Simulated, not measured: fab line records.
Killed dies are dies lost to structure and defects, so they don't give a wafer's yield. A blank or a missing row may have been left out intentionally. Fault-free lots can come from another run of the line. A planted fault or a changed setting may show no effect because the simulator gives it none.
A single fault, viewed from 2 desks + flow gf180mcu + each desk holds nothing but its own numbers, with what lay behind them at the end

## THE METROLOGY DESK
What the gauges read, lot by lot, whatever tool the lot ran on: means of the sampled wafers that have a number. The brackets show how far a lot's mean lies from the usual mean; more than 4 standard deviations puts the lot out of limits, marked OUT.
Columns: A = NWELL_RS at GF_VT_IMPLANT_RS_MEAS_47, usual 488.3 ohm/sq; B = LVPWELL_RS at GF_VT_IMPLANT_RS_MEAS_48, usual 1209 ohm/sq; C = V1_W_THK at GF_V1_THK_MEAS_25, usual 367 nm; D = cd_nm at GF_M3_CD_MEAS_14, usual 279.6 nm; E = V3_OVL at GF_V3_OVL_MEAS_15, usual 3 nm
| lot  | first seen here | A                | B    | C   | D     | E  |
|------|-----------------|------------------|------|-----|-------|----|
| L624 | day 8 14:05     | 490.4            | 1212 | 370 | 281.1 | 7  |
| L625 | day 8 17:28     | 489.1            | 1211 | 364 | 279.0 | 12 |
| L626 | day 9 01:33     | 489.2            | 1209 | 368 | 277.6 | 1  |
| L627 | day 9 08:11     | 488.1            | 1212 | 368 | 280.0 | 6  |
| L628 | day 9 17:44     | 488.5            | 1213 | 364 | 279.1 | 7  |
| L630 | day 10 09:22    | 487.5            | 1205 | 359 | 281.2 | 4  |
| L633 | day 10 23:27    | 489.5            | 1215 | 371 | 278.4 | -3 |
| L634 | day 11 04:34    | 488.3            | 1207 | 372 | 280.2 | 6  |
| L635 | day 11 12:07    | 489.5            | 1210 | 359 | 279.5 | 4  |
| L636 | day 11 20:04    | 489.8            | 1209 | 367 | 280.6 | 7  |
| L642 | day 13 13:35    | 496.7 (+7.0) OUT | 1205 | 372 | 278.3 | 3  |
| L643 | day 13 14:38    | 496.1 (+6.5) OUT | 1205 | 367 | 280.8 | 8  |
| L644 | day 13 22:35    | 489.1            | 1210 | 366 | 278.5 | -3 |
This desk's finding: out of limits on L642, L643; first on L642, day 13 13:35 (NWELL_RS at GF_VT_IMPLANT_RS_MEAS_47). In limits: L624, L625, L626, L627, L628, L630, L633, L634, L635, L636, L644.

## FOR THE TOOL OWNER'S DESK: implanter-02
For each lot that ran on this tool, the mean over its sampled wafers that have a number, from the tool's own readings at GF_NWELL_IMPLANT_08. The brackets show how far a lot's mean lies from the usual mean; more than 4 standard deviations puts the lot out of limits, marked OUT.
Columns: A = beam_energy_keV at GF_NWELL_IMPLANT_08, usual 450.00
| lot  | first seen here | A                        |
|------|-----------------|--------------------------|
| L625 | day 4 04:56     | 449.99                   |
| L627 | day 4 18:48     | 450.03                   |
| L633 | day 6 02:32     | 449.89                   |
| L642 | day 8 03:56     | 409.94 (-99 or more) OUT |
| L643 | day 8 07:26     | 410.22 (-99 or more) OUT |
This desk's verdict: out of limits on L642, L643, starting with L642 at day 8 03:56 (beam_energy_keV at GF_NWELL_IMPLANT_08). In limits: L625, L627, L633.

## BROUGHT TOGETHER
An alarm could have come from the tool owner's desk at day 8 03:56, on L642, L643.
L642, L643 would have let the metrology desk raise an alarm at day 13 13:35.
GF_NWELL_IMPLANT_08 was run on implanter-02 by each of the lots named.

## WHAT THE SIMULATOR HAD PUT IN
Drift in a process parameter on implanter-02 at GF_NWELL_IMPLANT_08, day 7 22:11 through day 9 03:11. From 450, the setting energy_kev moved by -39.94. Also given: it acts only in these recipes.
Struck lots among those shown: L642, L643.
Delay (hours) between the fault's onset and each desk's first out-of-limits reading: 6 at the tool owner's desk, 135 at the metrology desk.
